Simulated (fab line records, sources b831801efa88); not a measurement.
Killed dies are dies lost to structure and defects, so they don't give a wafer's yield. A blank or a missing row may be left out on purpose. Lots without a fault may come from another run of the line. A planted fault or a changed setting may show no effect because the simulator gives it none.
fab line records | flow gf180mcu
record lots=5 wafers=15 last_day=34
route steps=602 shown V2@385 M3@409
lots that met no fault: from a run of the same line without faults
start_h: hours from the record's first day to the start of the lot's first wafer shown | wait_h: hours since the lot's step before | " the same as in the row above | L1.1+2: a row that stands for several wafers | - no value, or no start given | * or withheld: withheld | < > ~ a bound
route shown NAME@n: a module of which the file shows steps, and the number in the route of the first | usual: mean/standard deviation of fault-free wafers | same: alike in all rows | chamber/n: place in a boat | sites: the reading at each site | _std_site: their standard deviation | _edge_site: outer sites' mean less inner sites' | radius_mm: how far each site lies from the wafer's centre | mask NAME#n: copy n | behind: the tool/chamber that last shaped the wafer | hold: why the lot was held/for how many hours/how that ended | device: the transistor (n, p or np) that didn't switch | end of line: the same wafers' tests at the end of the route | a step without rows: its recipe alone | killed: dies lost to structure and defects at the first sort, not the wafer's yield | map: a wafer's dies, x killed, . not, _ none there
set.NAME: the setting as run; set.NAME@STEP: as run at that earlier step | model.NAME: the simulator's own value behind a step, which no gauge read
lots at some steps of the route; a table a step, a row a wafer
services: from which hour (start_h, from the record's first day; less than 0 if before it) a tool's chamber was out of use, for how many hours, and why
## steps
# step GF_V2_THK_MEAS_03
# recipe reads=SiO2_of_V2_CVD_02
# usual V2_CVD_02_THK=846/9.5
# columns lot.wafer tool chamber start_h wait_h V2_CVD_02_THK[nm]
L076.1 film_metro-04 - 452.94 0.0 851
L076.4 " - " " 865
L076.6 " - " " 851
L079.1 film_metro-04 - 480.03 0.0 842
L079.4 " - " " 855
L079.5 " - " " 859
L083.4 film_metro-04 - 522.55 0.0 848
L083.5 " - " " 861
L083.6 " - " " 859
L086.1 film_metro-01 - 544.44 0.0 840
L086.4 " - " " 841
L086.5 " - " " 862
L094.4 film_metro-01 - 620.97 0.0 850
L094.5 " - " " 859
L094.6 " - " " 847
# step GF_V2_CMP_04
# recipe material=SiO2 down_force_psi=4 platen_rpm=60 pad_velocity_m_s=0.94248
# usual edge_zone_pressure_frac=1.000/0.0055 head_pressure_psi=4.001/0.01 motor_current_A=11.2/0.73 time_to_endpoint_s=79/4.7
# columns lot.wafer tool chamber start_h wait_h edge_zone_pressure_frac head_pressure_psi motor_current_A time_to_endpoint_s
L076.1 cmp-02 3 453.05 0.1 0.999 3.996 10.1 77
L076.4 " 0 " " 0.994 3.997 10.2 85
L076.6 " 2 " " 1.007 4.020 11.5 82
L079.4 cmp-02 3 480.09 0.0 1.003 3.991 10.6 78
L079.1 " 0 " " 0.991 3.995 10.5 73
L079.5 " 3 " " 1.006 3.993 9.9 80
L083.4 cmp-02 1 522.63 0.1 0.994 4.005 10.8 84
L083.6 " 0 " " 0.994 4.016 10.1 91
L083.5 " 1 " " 1.001 3.985 12.3 87
L086.4 cmp-01 1 544.60 0.1 1.001 4.016 11.4 78
L086.1 " 2 " " 0.996 4.008 11.7 75
L086.5 " 0 " " 1.000 4.005 10.9 82
L094.4 cmp-01 1 621.00 0.0 0.991 4.019 11.5 84
L094.5 " 1 " " 1.002 3.999 11.9 86
L094.6 " 2 " " 0.999 3.989 12.6 84
# step GF_V2_BOW_MEAS_05
# recipe mode=bow
# usual V2_BOW=98/8.9
# columns lot.wafer tool chamber start_h wait_h V2_BOW[um]
L076.1 film_metro-01 - 453.30 0.2 89
L076.4 " - " " 106
L076.6 " - " " 93
L079.1 film_metro-01 - 480.39 0.2 94
L079.4 " - " " 102
L079.5 " - " " 110
L083.4 film_metro-02 - 522.94 0.3 95
L083.5 " - " " 97
L083.6 " - " " 106
L086.1 film_metro-02 - 544.80 0.1 93
L086.4 " - " " 89
L086.5 " - " " 73
L094.4 film_metro-02 - 621.36 0.3 102
L094.5 " - " " 103
L094.6 " - " " 96
# step GF_V2_DEHYDRATE_06
# recipe temp_c=200 time_s=60
# usual exhaust_pa=45.0/0.87 plate_temp_C=200.02/0.17
# columns lot.wafer tool chamber start_h wait_h exhaust_pa plate_temp_C
L076.1 litho_track-02 0 464.20 10.9 42.9 200.21
L076.4 " 0 " " 43.8 199.96
L076.6 " 0 " " 44.7 199.91
L079.1 litho_track-03 0 492.07 11.7 45.2 200.07
L079.4 " 0 " " 45.1 199.88
L079.5 " 0 " " 45.3 199.92
L083.4 litho_track-02 0 533.47 10.5 44.3 200.08
L083.5 " 0 " " 45.2 200.05
L083.6 " 0 " " 43.5 199.97
L086.1 litho_track-03 0 555.32 10.5 44.6 199.96
L086.4 " 0 " " 45.9 199.88
L086.5 " 0 " " 47.2 199.78
L094.4 litho_track-02 0 631.17 9.8 44.7 200.00
L094.5 " 0 " " 45.9 200.03
L094.6 " 0 " " 44.2 199.98
# step GF_V2_HMDS_07
# recipe prime_time_s=60 prime_temp_c=120
# usual exhaust_pa=45.1/0.91
# columns lot.wafer tool chamber start_h wait_h exhaust_pa
L076.1 litho_track-02 0 464.35 0.1 44.7
L076.4 " 0 " " 44.0
L076.6 " 0 " " 44.0
L079.1 litho_track-03 0 492.22 0.1 42.9
L079.4 " 0 " " 45.5
L079.5 " 0 " " 44.9
L083.4 litho_track-02 0 533.62 0.1 44.3
L083.5 " 0 " " 45.8
L083.6 " 0 " " 44.1
L086.1 litho_track-03 0 555.47 0.1 45.7
L086.4 " 0 " " 45.6
L086.5 " 0 " " 45.5
L094.4 litho_track-02 0 631.32 0.1 45.8
L094.5 " 0 " " 44.9
L094.6 " 0 " " 44.7
# step GF_V2_COAT_08
# recipe resist=BARC temp_c=withheld time_s=withheld spin_rpm=withheld resist_thk_nm=withheld
# usual exhaust_pa=44.9/0.9
# columns lot.wafer tool chamber start_h wait_h exhaust_pa
L076.1 litho_track-02 0 464.50 0.1 45.1
L076.4 " 0 " " 46.2
L076.6 " 0 " " 44.2
L079.1 litho_track-03 0 492.37 0.1 45.8
L079.4 " 0 " " 43.3
L079.5 " 0 " " 44.3
L083.4 litho_track-02 0 533.77 0.1 46.5
L083.5 " 0 " " 45.4
L083.6 " 0 " " 45.5
L086.1 litho_track-03 0 555.62 0.1 44.4
L086.4 " 0 " " 44.8
L086.5 " 0 " " 45.6
L094.4 litho_track-02 0 631.47 0.1 46.4
L094.5 " 0 " " 46.7
L094.6 " 0 " " 46.6
# step GF_V2_COAT_09
# recipe resist=KrF spin_rpm=withheld resist_thk_nm=1000
# usual exhaust_pa=45.1/0.77
# columns lot.wafer tool chamber start_h wait_h exhaust_pa
L076.1 litho_track-02 0 - - 46.5
L076.4 " 0 " " 45.2
L076.6 " 0 " " 45.9
L079.1 litho_track-03 0 - - 45.8
L079.4 " 0 " " 45.0
L079.5 " 0 " " 45.6
L083.4 litho_track-02 0 - - 45.2
L083.5 " 0 " " 45.9
L083.6 " 0 " " 45.2
L086.1 litho_track-03 0 - - 44.4
L086.4 " 0 " " 44.8
L086.5 " 0 " " 46.0
L094.4 litho_track-02 0 - - 44.3
L094.5 " 0 " " 45.4
L094.6 " 0 " " 45.1
# step GF_V2_SOFTBAKE_10
# recipe temp_c=130 time_s=60 resist=KrF
# usual exhaust_pa=45.3/0.92 plate_temp_C=130.03/0.14
# columns lot.wafer tool chamber start_h wait_h exhaust_pa plate_temp_C
L076.1 litho_track-02 0 - - 43.9 130.11
L076.4 " 0 " " 43.5 130.05
L076.6 " 0 " " 45.0 130.37
L079.1 litho_track-03 0 - - 45.9 129.92
L079.4 " 0 " " 46.3 129.93
L079.5 " 0 " " 46.2 129.97
L083.4 litho_track-02 0 - - 46.2 130.23
L083.5 " 0 " " 45.4 130.11
L083.6 " 0 " " 46.0 130.10
L086.1 litho_track-03 0 - - 46.1 130.03
L086.4 " 0 " " 46.2 129.99
L086.5 " 0 " " 45.2 129.98
L094.4 litho_track-02 0 - - 45.6 129.97
L094.5 " 0 " " 43.7 130.02
L094.6 " 0 " " 44.9 130.13
# step GF_V2_EXPOSE_11
# recipe mask_id=Via2 target_cd_nm=260 na=0.68 source_shape=conventional sigma_outer=0.6 dose_mj=38
# columns lot.wafer tool chamber start_h wait_h mask
L076.1+4+6 krf_scanner-02 0 - - Via2#0
L079.1+4+5 krf_scanner-01 0 - - Via2#0
L083.4+5+6 krf_scanner-02 0 - - Via2#0
L086.1+4+5 krf_scanner-02 0 - - Via2#0
L094.4+5+6 krf_scanner-02 0 - - Via2#0
# step GF_V2_PEB_12
# recipe peb_temp_c=135 peb_time_s=90 resist=KrF
# usual exhaust_pa=45.0/0.97 plate_temp_C=135.01/0.14
# columns lot.wafer tool chamber start_h wait_h exhaust_pa plate_temp_C
L076.1 litho_track-03 0 - - 45.5 135.17
L076.4 " 0 " " 46.6 134.96
L076.6 " 0 " " 46.4 135.03
L079.1 litho_track-04 0 - - 45.4 134.85
L079.4 " 0 " " 45.4 134.96
L079.5 " 0 " " 46.0 134.85
L083.4 litho_track-02 0 - - 46.0 135.01
L083.5 " 0 " " 45.2 134.78
L083.6 " 0 " " 46.7 134.97
L086.1 litho_track-02 0 - - 44.8 135.04
L086.4 " 0 " " 44.2 135.11
L086.5 " 0 " " 44.4 135.26
L094.4 litho_track-04 0 - - 43.9 135.12
L094.5 " 0 " " 44.0 135.07
L094.6 " 0 " " 45.8 135.29
# step GF_V2_DEVELOP_13
# recipe develop_time_s=60 resist=KrF dev_temp_c=21
# usual exhaust_pa=45.0/0.81
# same develop_time_s=60
# columns lot.wafer tool chamber start_h wait_h exhaust_pa
L076.1 litho_track-03 0 476.67 0.2 46.5
L076.4 " 0 " " 46.5
L076.6 " 0 " " 44.8
L079.1 litho_track-04 0 503.96 0.2 43.9
L079.4 " 0 " " 45.3
L079.5 " 0 " " 45.2
L083.4 litho_track-02 0 545.22 0.1 46.3
L083.5 " 0 " " 46.3
L083.6 " 0 " " 45.9
L086.1 litho_track-02 0 566.49 0.2 43.5
L086.4 " 0 " " 43.3
L086.5 " 0 " " 44.5
L094.4 litho_track-04 0 641.74 0.1 44.9
L094.5 " 0 " " 44.9
L094.6 " 0 " " 44.2
# step GF_V2_CD_MEAS_14
# recipe target_cd_nm=260
# usual cd_nm=259.8/1.4
# columns lot.wafer tool chamber start_h wait_h cd_nm
L076.1 cd_sem-01 - 476.82 0.1 257.6
L076.4 " - " " 256.8
L076.6 " - " " 256.8
L079.1 cd_sem-02 - 504.11 0.1 259.4
L079.4 " - " " 258.5
L079.5 " - " " 258.9
L083.4 cd_sem-02 - 545.35 0.1 258.7
L083.5 " - " " 258.4
L083.6 " - " " 258.2
L086.1 cd_sem-01 - 566.64 0.1 257.9
L086.4 " - " " 258.1
L086.5 " - " " 257.8
L094.4 cd_sem-02 - 641.87 0.1 260.2
L094.5 " - " " 259.8
L094.6 " - " " 260.3
# step GF_V2_OVL_MEAS_15
# usual V2_OVL=-5/6
# columns lot.wafer tool chamber start_h wait_h V2_OVL[nm]
L076.1 overlay-01 - 476.94 0.1 -4
L076.4 " - " " -5
L076.6 " - " " 0
L079.1 overlay-02 - 504.23 0.1 -1
L079.4 " - " " -2
L079.5 " - " " -1
L083.4 overlay-01 - 545.43 0.1 -9
L083.5 " - " " -13
L083.6 " - " " -12
L086.1 overlay-02 - 566.76 0.1 -2
L086.4 " - " " -8
L086.5 " - " " -6
L094.4 overlay-02 - 641.95 0.1 -14
L094.5 " - " " -17
L094.6 " - " " -17
# step GF_V2_ETCH_16
# recipe chemistry=N2/H2 target_depth_a=withheld overetch_a=withheld time_s=withheld target=BARC ion_energy_ev=200 source_w=500 bias_w=100 pressure_mtorr=30 n2_flow_sccm=100 h2_flow_sccm=200
# usual drypump_motor_current_A=5.8/0.4 n2_flow_sccm=100.0/0.31 oes_product_au=0.855/0.0052 throttle_valve_pct=13.225/0.0088
# columns lot.wafer tool chamber start_h wait_h drypump_motor_current_A n2_flow_sccm oes_product_au throttle_valve_pct
L076.1 rie_diel-01 3 476.98 0.0 5.4 99.9 0.851 13.237
L076.4 " 1 " " 6.2 100.2 0.856 13.226
L076.6 " 3 " " 5.4 100.4 0.852 13.217
L079.1 rie_diel-01 3 504.27 0.0 5.4 100.3 0.853 13.217
L079.4 " 0 " " 5.9 100.3 0.846 13.213
L079.5 " 3 " " 5.4 101.1 0.850 13.226
L083.4 rie_diel-01 2 545.45 0.0 5.6 100.4 0.853 13.235
L083.5 " 1 " " 6.2 99.8 0.859 13.245
L083.6 " 2 " " 5.6 100.5 0.855 13.237
L086.1 rie_diel-01 2 566.80 0.0 5.5 99.4 0.858 13.229
L086.4 " 3 " " 5.4 100.1 0.859 13.221
L086.5 " 3 " " 5.4 100.0 0.848 13.199
L094.4 rie_diel-01 2 641.99 0.0 5.5 100.4 0.848 13.240
L094.5 " 3 " " 5.4 100.3 0.848 13.204
L094.6 " 1 " " 6.2 99.8 0.863 13.223
# step GF_V2_ETCH_17
# recipe chemistry=C4F8/O2/Ar mask_material=KrF target=SiO2 stop_on=TiN source_w=1500 bias_w=1200 pressure_mtorr=40 c4f8_flow_sccm=withheld O2_flow_sccm=6 Ar_flow_sccm=300 time_s=withheld target_depth_a=6300
# usual oes_product_au=0.856/0.0046
# columns lot.wafer tool chamber start_h wait_h oes_product_au
L076.1 rie_diel-01 3 - - 0.862
L076.4 " 1 " " 0.854
L076.6 " 3 " " 0.860
L079.1 rie_diel-01 3 - - 0.858
L079.4 " 0 " " 0.863
L079.5 " 3 " " 0.854
L083.4 rie_diel-01 2 - - 0.862
L083.5 " 1 " " 0.856
L083.6 " 2 " " 0.860
L086.1 rie_diel-01 2 - - 0.852
L086.4 " 3 " " 0.858
L086.5 " 3 " " 0.847
L094.4 rie_diel-01 2 - - 0.862
L094.5 " 3 " " 0.847
L094.6 " 1 " " 0.860
# step GF_V2_STRIP_18
# recipe chemistry=O2/N2 power_w=1400 pressure_mtorr=1500 platen_temp_c=250 o2_flow_sccm=3000 n2_flow_sccm=300 overash_fraction=0.5
# usual drypump_motor_current_A=5.4/0.66 heater_power_w=341/21 n2_flow_sccm=300.0/0.81 oes_product_au=0.593/0.0049
# columns lot.wafer tool chamber start_h wait_h drypump_motor_current_A heater_power_w n2_flow_sccm oes_product_au rf_hours_counter_h
L076.1 plasma_asher-01 0 477.11 - 5.6 321 301.6 0.592 90
L076.4 " 1 " " 5.3 381 300.7 0.591 -
L076.6 " 1 " " 5.2 380 300.2 0.589 -
L079.1 plasma_asher-04 1 504.40 - 4.9 348 298.8 0.592 7
L079.4 " 0 " " 5.0 334 299.8 0.589 -
L079.5 " 0 " " 5.0 338 299.8 0.593 -
L083.4 plasma_asher-03 0 545.61 - 6.5 319 299.9 0.595 -
L083.5 " 0 " " 6.5 319 300.2 0.595 -
L083.6 " 1 " " 4.8 358 299.7 0.599 -
L086.1 plasma_asher-03 1 566.93 - 4.8 356 300.3 0.601 77
L086.4 " 1 " " 4.8 360 300.1 0.596 -
L086.5 " 1 " " 4.8 360 300.0 0.593 -
L094.4 plasma_asher-04 1 642.13 - 4.8 343 298.7 0.591 -
L094.5 " 0 " " 5.0 334 300.2 0.589 -
L094.6 " 1 " " 4.8 347 299.3 0.590 -
# step GF_V2_STRIP_19
# recipe chemistry=post_etch_residue_remover time_s=1200 temp_c=72.5
# columns lot.wafer tool chamber start_h wait_h
L076.1+4+6 wet_bench-03 2 477.21 0.1
L079.1+4+5 wet_bench-03 1 504.50 0.1
L083.4+5+6 wet_bench-02 0 545.68 0.0
L086.1+4+5 wet_bench-01 1 567.03 0.1
L094.4+5+6 wet_bench-03 1 642.20 0.0
# step GF_V2_CLEAN_20
# recipe chemistry=DIW dry=n2_spin
# columns lot.wafer tool chamber start_h wait_h
L076.1+4+6 wet_bench-02 2 477.58 0.0
L079.1+4+5 wet_bench-02 3 504.87 0.0
L083.4+5+6 wet_bench-03 1 546.02 0.0
L086.1+4+5 wet_bench-03 3 567.37 0.0
L094.4+5+6 wet_bench-02 1 642.60 0.0
# step GF_V2_SPUTTER_21
# recipe material=Ti target_thk_nm=15 chamber_pressure_pa=5 power_w=2500 substrate_temp_c=200 time_s=80.02
# usual throttle_valve_pct=29.3/0.75
# columns lot.wafer tool chamber start_h wait_h throttle_valve_pct
L076.1 pvd_sputter-04 - 477.68 0.0 29.3
L076.4 " - " " 29.4
L076.6 " - " " 30.5
L079.1 pvd_sputter-03 - 504.96 0.0 27.5
L079.4 " - " " 28.7
L079.5 " - " " 28.3
L083.4 pvd_sputter-04 - 546.11 0.0 29.2
L083.5 " - " " 30.3
L083.6 " - " " 29.4
L086.1 pvd_sputter-04 - 567.46 0.0 28.5
L086.4 " - " " 29.4
L086.5 " - " " 28.3
L094.4 pvd_sputter-01 - 642.69 0.0 29.7
L094.5 " - " " 29.5
L094.6 " - " " 29.0
# step GF_V2_SPUTTER_22
# recipe material=TiN target_thk_nm=10 chamber_pressure_pa=5 power_w=4000 time_s=40
# usual throttle_valve_pct=29.3/0.75
# columns lot.wafer tool chamber start_h wait_h throttle_valve_pct
L076.1 pvd_sputter-04 - 477.74 0.0 29.5
L076.4 " - " " 29.3
L076.6 " - " " 30.2
L079.1 pvd_sputter-03 - 505.02 0.0 27.6
L079.4 " - " " 28.7
L079.5 " - " " 28.4
L083.4 pvd_sputter-04 - 546.17 0.0 29.4
L083.5 " - " " 30.0
L083.6 " - " " 29.6
L086.1 pvd_sputter-04 - 567.52 0.0 28.6
L086.4 " - " " 29.3
L086.5 " - " " 28.4
L094.4 pvd_sputter-01 - 642.75 0.0 29.8
L094.5 " - " " 29.4
L094.6 " - " " 29.1
# step GF_V2_CVD_23
# recipe material=W target_thk_nm=350 time_s=104.94 temp_c=400 pressure_torr=40
# usual heater_power_w=812/45
# columns lot.wafer tool chamber start_h wait_h heater_power_w
L076.1 cvd_w-01 0 477.78 0.0 802
L076.4 " 0 " " 806
L076.6 " 1 " " 822
L079.1 cvd_w-02 1 505.06 0.0 747
L079.4 " 0 " " 893
L079.5 " 1 " " 727
L083.4 cvd_w-01 0 546.25 0.1 793
L083.5 " 1 " " 823
L083.6 " 0 " " 831
L086.1 cvd_w-02 1 567.56 0.0 721
L086.4 " 0 " " 865
L086.5 " 0 " " 873
L094.4 cvd_w-02 0 642.83 0.1 903
L094.5 " 1 " " 763
L094.6 " 0 " " 891
# step GF_V2_RS_MEAS_24
# recipe thk_meas_gauge=four-point-probe reads=W_of_V2_CVD_23+TiN_of_V2_SPUTTER_22+Ti_of_V2_SPUTTER_21
# usual V2_W_RS=0.328/0.0032
# columns lot.wafer tool chamber start_h wait_h V2_W_RS[ohm/sq]
L076.1 film_metro-01 - 477.89 0.1 0.330
L076.4 " - " " 0.331
L076.6 " - " " 0.330
L079.1 film_metro-02 - 505.17 0.1 0.321
L079.4 " - " " 0.327
L079.5 " - " " 0.322
L083.4 film_metro-02 - 546.39 0.1 0.330
L083.5 " - " " 0.330
L083.6 " - " " 0.332
L086.1 film_metro-02 - 567.68 0.1 0.326
L086.4 " - " " 0.330
L086.5 " - " " 0.330
L094.4 film_metro-02 - 642.97 0.1 0.329
L094.5 " - " " 0.323
L094.6 " - " " 0.328
# step GF_V2_THK_MEAS_25
# recipe thk_meas_gauge=xrf reads=W_of_V2_CVD_23
# usual V2_W_THK=360/6.1
# columns lot.wafer tool chamber start_h wait_h V2_W_THK[nm]
L076.1 film_metro-01 - 478.01 0.1 355
L076.4 " - " " 352
L076.6 " - " " 353
L079.1 film_metro-02 - 505.29 0.1 377
L079.4 " - " " 367
L079.5 " - " " 374
L083.4 film_metro-02 - 546.48 0.1 364
L083.5 " - " " 361
L083.6 " - " " 361
L086.1 film_metro-02 - 567.80 0.1 365
L086.4 " - " " 362
L086.5 " - " " 360
L094.4 film_metro-02 - 643.06 0.1 363
L094.5 " - " " 370
L094.6 " - " " 362
# step GF_V2_CMP_26
# recipe stop_on=SiO2 down_force_psi=3.5 platen_rpm=60 t_overpolish_s=15 target_thk_nm=0 pad_velocity_m_s=0.94248
# usual edge_zone_pressure_frac=1.000/0.0045 head_pressure_psi=3.500/0.0077 motor_current_A=10.1/0.64 overpolish_run_s=15.000/0.0088 time_to_endpoint_s=84/3.2
# columns lot.wafer tool chamber start_h wait_h edge_zone_pressure_frac head_pressure_psi motor_current_A overpolish_run_s time_to_endpoint_s
L076.4 cmp-01 3 478.12 0.1 1.003 3.495 9.7 15.001 88
L076.1 " 0 " " 1.004 3.488 9.6 15.007 84
L076.6 " 2 " " 0.997 3.498 10.9 15.006 83
L079.1 cmp-01 2 505.45 0.1 1.000 3.498 11.4 15.000 87
L079.4 " 3 " " 1.005 3.499 10.0 15.019 87
L079.5 " 1 " " 0.995 3.502 10.3 15.000 89
L083.4 cmp-02 2 546.56 0.1 0.997 3.497 10.8 14.993 79
L083.6 " 1 " " 1.001 3.511 10.3 14.998 80
L083.5 " 2 " " 1.004 3.499 10.2 15.019 81
L086.4 cmp-01 2 567.86 0.0 1.005 3.500 10.9 14.999 84
L086.1 " 3 " " 0.997 3.510 10.1 14.988 94
L086.5 " 3 " " 1.006 3.516 10.4 15.018 89
L094.4 cmp-01 0 643.19 0.1 1.005 3.503 9.6 14.994 84
L094.5 " 2 " " 1.009 3.481 11.6 15.005 88
L094.6 " 3 " " 0.997 3.499 9.9 15.009 87
# step GF_M3_SPUTTER_00
# recipe material=Ti target_thk_nm=37.5 arriving_ion_energy_ev=80 substrate_temp_c=200 chamber_pressure_pa=2 power_w=4000 time_s=150
# usual throttle_valve_pct=29.7/1.2
# columns lot.wafer tool chamber start_h wait_h throttle_valve_pct
L076.1 pvd_sputter-01 - 478.37 0.1 29.0
L076.4 " - " " 29.8
L076.6 " - " " 28.8
L079.1 pvd_sputter-01 - 505.65 0.1 29.5
L079.4 " - " " 28.5
L079.5 " - " " 29.1
L083.4 pvd_sputter-03 - 546.81 0.2 29.9
L083.5 " - " " 30.2
L083.6 " - " " 27.5
L086.1 pvd_sputter-01 - 568.16 0.2 28.8
L086.4 " - " " 29.4
L086.5 " - " " 29.2
L094.4 pvd_sputter-03 - 643.39 0.1 28.2
L094.5 " - " " 27.8
L094.6 " - " " 30.0
# step GF_M3_SPUTTER_01
# recipe material=TiN target_thk_nm=30 power_w=6500 time_s=25 chamber_pressure_pa=0.4
# usual throttle_valve_pct=29.7/1.2
# columns lot.wafer tool chamber start_h wait_h throttle_valve_pct
L076.1 pvd_sputter-01 - 478.47 0.1 28.7
L076.4 " - " " 29.9
L076.6 " - " " 28.7
L079.1 pvd_sputter-01 - 505.75 0.1 29.7
L079.4 " - " " 28.8
L079.5 " - " " 28.9
L083.4 pvd_sputter-03 - 546.91 0.1 30.0
L083.5 " - " " 29.8
L083.6 " - " " 27.5
L086.1 pvd_sputter-01 - 568.26 0.1 29.2
L086.4 " - " " 29.9
L086.5 " - " " 29.5
L094.4 pvd_sputter-03 - 643.49 0.1 28.5
L094.5 " - " " 27.6
L094.6 " - " " 30.0
# step GF_M3_SPUTTER_02
# recipe material=AlCu target_thk_nm=450 power_w=10600 time_s=23.9 chamber_pressure_pa=0.4
# usual throttle_valve_pct=29.7/1.2
# columns lot.wafer tool chamber start_h wait_h throttle_valve_pct
L076.1 pvd_sputter-01 - 478.50 0.0 28.6
L076.4 " - " " 29.7
L076.6 " - " " 28.9
L079.1 pvd_sputter-01 - 505.78 0.0 30.0
L079.4 " - " " 28.8
L079.5 " - " " 29.1
L083.4 pvd_sputter-03 - 546.94 0.0 30.1
L083.5 " - " " 30.3
L083.6 " - " " 27.8
L086.1 pvd_sputter-01 - 568.29 0.0 28.8
L086.4 " - " " 29.9
L086.5 " - " " 29.3
L094.4 pvd_sputter-03 - 643.52 0.0 28.4
L094.5 " - " " 27.5
L094.6 " - " " 30.0
# step GF_M3_SPUTTER_03
# recipe material=Ti target_thk_nm=10 substrate_temp_c=300 chamber_pressure_pa=0.3 power_w=3000 time_s=6.7
# usual throttle_valve_pct=29.7/1.2
# columns lot.wafer tool chamber start_h wait_h throttle_valve_pct
L076.1 pvd_sputter-01 - 478.53 0.0 28.9
L076.4 " - " " 29.6
L076.6 " - " " 28.8
L079.1 pvd_sputter-01 - 505.81 0.0 29.7
L079.4 " - " " 28.7
L079.5 " - " " 29.0
L083.4 pvd_sputter-03 - 546.97 0.0 30.1
L083.5 " - " " 30.0
L083.6 " - " " 27.6
L086.1 pvd_sputter-01 - 568.32 0.0 29.0
L086.4 " - " " 29.7
L086.5 " - " " 29.4
L094.4 pvd_sputter-03 - 643.55 0.0 28.9
L094.5 " - " " 27.5
L094.6 " - " " 29.8
# step GF_M3_SPUTTER_04
# recipe material=TiN target_thk_nm=50 power_w=6500 time_s=41.7 chamber_pressure_pa=0.4
# usual throttle_valve_pct=29.7/1.1
# columns lot.wafer tool chamber start_h wait_h throttle_valve_pct
L076.1 pvd_sputter-01 - 478.55 0.0 28.8
L076.4 " - " " 29.5
L076.6 " - " " 28.6
L079.1 pvd_sputter-01 - 505.83 0.0 29.7
L079.4 " - " " 28.9
L079.5 " - " " 29.0
L083.4 pvd_sputter-03 - 546.99 0.0 30.0
L083.5 " - " " 30.3
L083.6 " - " " 27.6
L086.1 pvd_sputter-01 - 568.34 0.0 28.9
L086.4 " - " " 29.6
L086.5 " - " " 29.5
L094.4 pvd_sputter-03 - 643.57 0.0 28.7
L094.5 " - " " 27.7
L094.6 " - " " 29.8
# step GF_M3_RS_MEAS_05
# recipe thk_meas_gauge=four-point-probe reads=TiN_of_M3_SPUTTER_04+Ti_of_M3_SPUTTER_03+AlCu_of_M3_SPUTTER_02+TiN_of_M3_SPUTTER_01+Ti_of_M3_SPUTTER_00
# usual M3_ALCU_RS=0.0693/0.00061
# columns lot.wafer tool chamber start_h wait_h M3_ALCU_RS[ohm/sq]
L076.1 film_metro-01 - 478.59 0.0 0.0699
L076.4 " - " " 0.0696
L076.6 " - " " 0.0697
L079.1 film_metro-03 - 505.87 0.0 0.0691
L079.4 " - " " 0.0692
L079.5 " - " " 0.0697
L083.4 film_metro-04 - 547.09 0.1 0.0692
L083.5 " - " " 0.0694
L083.6 " - " " 0.0693
L086.1 film_metro-04 - 568.38 0.0 0.0697
L086.4 " - " " 0.0685
L086.5 " - " " 0.0696
L094.4 film_metro-04 - 643.67 0.1 0.0683
L094.5 " - " " 0.0689
L094.6 " - " " 0.0682
# step GF_M3_THK_MEAS_06
# recipe thk_meas_gauge=xrf reads=AlCu_of_M3_SPUTTER_02
# usual M3_ALCU_THK=451/5
# columns lot.wafer tool chamber start_h wait_h M3_ALCU_THK[nm]
L076.1 film_metro-01 - 478.71 0.1 446
L076.4 " - " " 446
L076.6 " - " " 449
L079.1 film_metro-03 - 505.99 0.1 456
L079.4 " - " " 453
L079.5 " - " " 452
L083.4 film_metro-04 - 547.18 0.1 453
L083.5 " - " " 452
L083.6 " - " " 450
L086.1 film_metro-04 - 568.50 0.1 450
L086.4 " - " " 459
L086.5 " - " " 452
L094.4 film_metro-04 - 643.76 0.1 459
L094.5 " - " " 458
L094.6 " - " " 459
# step GF_M3_DEHYDRATE_07
# recipe temp_c=200 time_s=60
# usual exhaust_pa=45.0/0.99 plate_temp_C=200.01/0.15
# columns lot.wafer tool chamber start_h wait_h exhaust_pa plate_temp_C
L076.1 litho_track-02 0 490.50 11.8 44.7 200.23
L076.4 " 0 " " 46.5 200.24
L076.6 " 0 " " 45.7 200.10
L079.1 litho_track-02 0 516.65 10.6 44.1 199.90
L079.4 " 0 " " 42.4 199.88
L079.5 " 0 " " 43.4 200.08
L083.4 litho_track-04 0 557.39 10.2 46.1 199.86
L083.5 " 0 " " 47.1 200.05
L083.6 " 0 " " 45.0 199.83
L086.1 litho_track-04 0 578.71 10.2 44.7 200.12
L086.4 " 0 " " 45.1 199.93
L086.5 " 0 " " 43.6 199.92
L094.4 litho_track-01 0 652.86 9.1 43.0 200.15
L094.5 " 0 " " 44.4 200.03
L094.6 " 0 " " 45.4 199.96
# step GF_M3_HMDS_08
# recipe prime_time_s=60 prime_temp_c=120
# usual exhaust_pa=44.9/0.91
# columns lot.wafer tool chamber start_h wait_h exhaust_pa
L076.1 litho_track-02 0 490.65 0.1 44.7
L076.4 " 0 " " 44.2
L076.6 " 0 " " 44.7
L079.1 litho_track-02 0 516.80 0.1 43.9
L079.4 " 0 " " 44.2
L079.5 " 0 " " 44.0
L083.4 litho_track-04 0 557.54 0.1 46.7
L083.5 " 0 " " 45.1
L083.6 " 0 " " 46.3
L086.1 litho_track-04 0 578.86 0.1 44.6
L086.4 " 0 " " 44.1
L086.5 " 0 " " 44.2
L094.4 litho_track-01 0 653.01 0.1 46.6
L094.5 " 0 " " 45.8
L094.6 " 0 " " 45.7
# step GF_M3_COAT_09
# recipe resist=KrF spin_rpm=withheld resist_thk_nm=1000
# usual exhaust_pa=45.0/0.91
# columns lot.wafer tool chamber start_h wait_h exhaust_pa
L076.1 litho_track-02 0 490.80 0.1 46.6
L076.4 " 0 " " 47.9
L076.6 " 0 " " 48.2
L079.1 litho_track-02 0 516.95 0.1 45.5
L079.4 " 0 " " 45.0
L079.5 " 0 " " 45.9
L083.4 litho_track-04 0 557.69 0.1 45.1
L083.5 " 0 " " 44.7
L083.6 " 0 " " 45.1
L086.1 litho_track-04 0 579.01 0.1 44.0
L086.4 " 0 " " 45.5
L086.5 " 0 " " 45.2
L094.4 litho_track-01 0 653.16 0.1 43.8
L094.5 " 0 " " 44.6
L094.6 " 0 " " 44.6
## services
# columns tool chamber start_h hours kind
pvd_sputter-04 - 435.01 12.1 repair
pvd_sputter-01 - 436.85 4.1 repair
cmp-01 - 444.13 6.1 repair
pvd_sputter-04 - 458.59 4.8 repair
cmp-01 - 459.42 2.5 repair
cmp-02 - 463.80 11.2 repair
pvd_sputter-03 - 468.37 1.3 repair
pvd_sputter-03 - 468.52 1.4 repair
cmp-01 - 481.08 0.6 repair
krf_scanner-02 - 485.84 1.3 pm
krf_scanner-02 - 493.14 1.0 pm
cmp-02 - 502.43 1.3 repair
cmp-01 - 519.13 3.9 repair
cmp-02 - 523.42 2.5 repair
rie_diel-01 2 523.57 4.8 repair
pvd_sputter-03 - 531.60 3.2 repair
cmp-02 - 547.60 5.9 repair
cmp-01 - 551.22 0.7 repair
cmp-02 - 556.24 1.0 repair
cmp-01 - 564.64 0.7 repair
cmp-02 - 572.04 4.0 pm
wet_bench-03 - 581.63 2.6 repair
pvd_sputter-04 - 603.30 2.9 repair
cmp-01 - 652.95 5.0 pm
## key
fault none
